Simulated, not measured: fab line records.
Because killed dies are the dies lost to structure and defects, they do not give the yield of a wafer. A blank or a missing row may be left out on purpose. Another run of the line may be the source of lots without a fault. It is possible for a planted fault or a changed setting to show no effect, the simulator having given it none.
One fault seen from 2 desks :: flow sky130 :: each desk holds nothing but its own numbers, with what lay behind them at the end

== THE TOOL OWNER'S DESK: implanter-03 ==
SKY_PWDE_IMPLANT_08, tool's own readings: per-lot mean of the sampled wafers with a number, covering each lot this tool ran. Marked OUT: a lot whose mean sits more than 4 standard deviations from the usual mean, which makes it out of limits; the brackets give that distance.
Columns: A = doseIonsCm2 at SKY_PWDE_IMPLANT_08, usual 3.601e+12
lot: L773
first seen here: day 4 11:07
A: 3.600e+12

lot: L775
first seen here: day 5 00:28
A: 3.599e+12

lot: L776
first seen here: day 5 07:34
A: 3.603e+12

lot: L777
first seen here: day 5 11:32
A: 3.599e+12

lot: L778
first seen here: day 5 14:43
A: 3.598e+12
This desk found nothing out of limits on any of the 5 lots.

== FROM THE METROLOGY DESK ==
Means of the sampled wafers that have a number, per lot and without regard to the tool the lot ran on: this is what the gauges read. Marked OUT: a lot whose mean sits more than 4 standard deviations from the usual mean, which makes it out of limits; the brackets give that distance.
Columns: A = FIELD_ISO_CVD_24_THK at SKY_FIELD_ISO_THK_MEAS_25, usual 593 nm; B = PWDE_TW at SKY_PWDE_TW_MEAS_10, usual 372.0; C = PWDE_RS at SKY_NWELL_RS_MEAS_31, usual 5278 ohm/sq; D = cdNm at SKY_VT_ADJUST_HVTP_CD_MEAS_07, usual 380.7 nm
lot: L771
first seen here: day 2 14:34
A: 591
B: 371.6
C: 5297
D: 381.0

lot: L772
first seen here: day 2 17:58
A: 587
B: 370.9
C: 5287
D: 384.5

lot: L773
first seen here: day 2 21:59
A: 585
B: 370.3
C: 5272
D: 381.2

lot: L774
first seen here: day 3 04:28
A: 589
B: 371.3
C: 5282
D: 378.3

lot: L775
first seen here: day 3 09:44
A: 600
B: 374.6
C: 5266
D: 379.9

lot: L776
first seen here: day 3 16:53
A: 588
B: 372.4
C: 5278
D: 384.0

lot: L777
first seen here: day 3 19:44
A: 591
B: 370.9
C: 5253
D: 381.2

lot: L778
first seen here: day 4 00:28
A: 592
B: 363.2 (-4.4) OUT
C: 5600 (+18) OUT
D: 376.6

lot: L788
first seen here: day 6 06:11
A: 597
B: 371.4
C: 5289
D: 377.3

lot: L790
first seen here: day 6 17:16
A: 590
B: 369.4
C: 5290
D: 386.9

lot: L791
first seen here: day 6 21:17
A: 594
B: 370.7
C: 5260
D: 380.7

lot: L792
first seen here: day 7 02:08
A: 596
B: 373.0
C: 5283
D: 382.8
This desk's finding: out of limits on L778; first on L778, day 5 14:56 (PWDE_TW at SKY_PWDE_TW_MEAS_10). L771, L772, L773, L774, L775, L776, L777, L788, L790, L791, L792: within limits.

== TAKEN TOGETHER ==
Metrology desk: alarm possible at day 5 14:56 on L778.
The tool owner's desk saw nothing out of limits.
The tool owner's desk has L778 on record, within its limits.
SKY_PWDE_IMPLANT_08 was run on implanter-03 by each of the lots named.

== WHAT THE SIMULATOR PUT IN ==
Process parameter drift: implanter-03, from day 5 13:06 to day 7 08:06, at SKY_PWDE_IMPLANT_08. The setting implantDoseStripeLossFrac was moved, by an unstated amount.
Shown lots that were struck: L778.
Per desk, hours elapsed from the start of the fault to the first reading out of limits: for the metrology desk, 2.
